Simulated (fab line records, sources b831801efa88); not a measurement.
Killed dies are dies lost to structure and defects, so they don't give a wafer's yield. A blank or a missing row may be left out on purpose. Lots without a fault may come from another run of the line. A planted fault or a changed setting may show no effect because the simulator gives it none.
Problem report in the 8D (eight disciplines) form, filled by code | flow sky130 | the parts of the form that need people (team, actions taken, sign-off) are left out

1. THE PROBLEM
killed_at_M4_up at SKY_PAD_OPEN_PROBE_99 reads a mean of 51.0 on 6 wafers of 2 lots; wafers without a fault read 3.4 with a standard deviation of 2. That is +24 standard deviations from the usual mean.
First seen on wafer L833.3, day 49 20:58, on prober-01. The record holds 39 wafers of 13 lots with a number at this step. Rule for "out", or "out of limits": more than 4 standard deviations from the usual mean. The other wafers with a number count as sound.

2. WHAT IT IS AND WHAT IT IS NOT
question                    | is                                    | is not
which readings at this step | killed_at_M4_up, sort_bin_3_pad_short | killed_at_M0_to_M3, killed_at_contacts, killed_at_front_end, killed_open, killed_short, sort_bin_6_memory
which lots                  | L833, L836                            | L820, L821, L825, L826, L828, L829, L830, L831, L835, L841, L843
which wafers of those lots  | all that have a number                | -
read on which tools         | prober-01                             | prober-02
when                        | from day 49 20:58                     | up to then (24 sound wafers); but 9 sound wafers of L835, L841, L843 came after

3. SUSPECTS, AND WHAT RULES EACH OUT
Counting: a tool at a process step up to the reading stays a suspect if it ran every lot that is out and no sound lot after the first of them.
- pvd_sputter-01 at SKY_METAL5_SPUTTER_00 (material Ti, target thk 15 nm, time 10 s): ruled out as a lasting fault. Sound lots L841 ran on it after its first lot that is out, L833 (day 47 08:12).
- rie_metal-02 at SKY_METAL5_DESCUM_14 (chemistry O2, time 11 s): ruled out as a lasting fault. Sound lots L835 ran on it after its first lot that is out, L833 (day 48 04:31).
- wet_bench-02 at SKY_METAL5_CLEAN_19 (cleans in O3/DIW): kept. It ran every lot that is out, first L833 (day 48 05:16), and no sound lot after that; its last sound lot up to then is L831 (day 47 14:42).
- prober-01 at SKY_PAD_OPEN_PROBE_99: ruled out as a lasting fault. Sound lots L843 ran on it after its first lot that is out, L833 (day 49 20:58).
Left after counting: wet_bench-02 at SKY_METAL5_CLEAN_19.

4. THE CAUSE (what the simulator had put in)
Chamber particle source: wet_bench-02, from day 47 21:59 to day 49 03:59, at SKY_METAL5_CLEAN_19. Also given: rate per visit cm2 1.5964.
Counting left only this tool.

5. THE CHAIN OF EFFECTS, in route order
Each row: a reading whose mean over the struck wafers that have a number lies more than 3 standard deviations from the usual. Only readings for which the record gives a usual standard deviation are gone through. hours: the time from each lot's start at the first step in this table that gives one to its start at this step, as a median over the lots. sigmas: the change in usual standard deviations.
hours | step                  | reading              | usual  | on struck wafers | change | sigmas
0     | SKY_PAD_OPEN_PROBE_99 | defect_limited_yield | 82.9 % | 75.0             | -7.9   | -4.7
0     | SKY_PAD_OPEN_PROBE_99 | killed_at_M4_up      | 3.4    | 51.0             | +47.6  | +24
0     | SKY_PAD_OPEN_PROBE_99 | killed_dies          | 84     | 123              | +39    | +4.7
0     | SKY_PAD_OPEN_PROBE_99 | sort_bin_3_pad_short | 0.8 %  | 4.3              | +3.5   | +8.3
0     | SKY_PAD_OPEN_PROBE_99 | sort_bin_5_function  | 10.2 % | 14.6             | +4.4   | +3.4
0     | SKY_PAD_OPEN_PROBE_99 | sort_n_pass          | 408    | 369              | -39    | -4.7
0     | SKY_PAD_OPEN_PROBE_99 | sort_yield_pct       | 82.9 % | 75.0             | -7.9   | -4.7
The process steps in it:
- SKY_PAD_OPEN_PROBE_99

6. WHAT WOULD HAVE CAUGHT IT SOONER
In this record the first reading out of limits was taken at day 49 20:58, 47 hours after the fault began at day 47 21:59.
All the lots that are out (2) had begun SKY_METAL5_CLEAN_19 on wet_bench-02 by day 49 20:58. A hold on the tool at that time would have spared none of them.
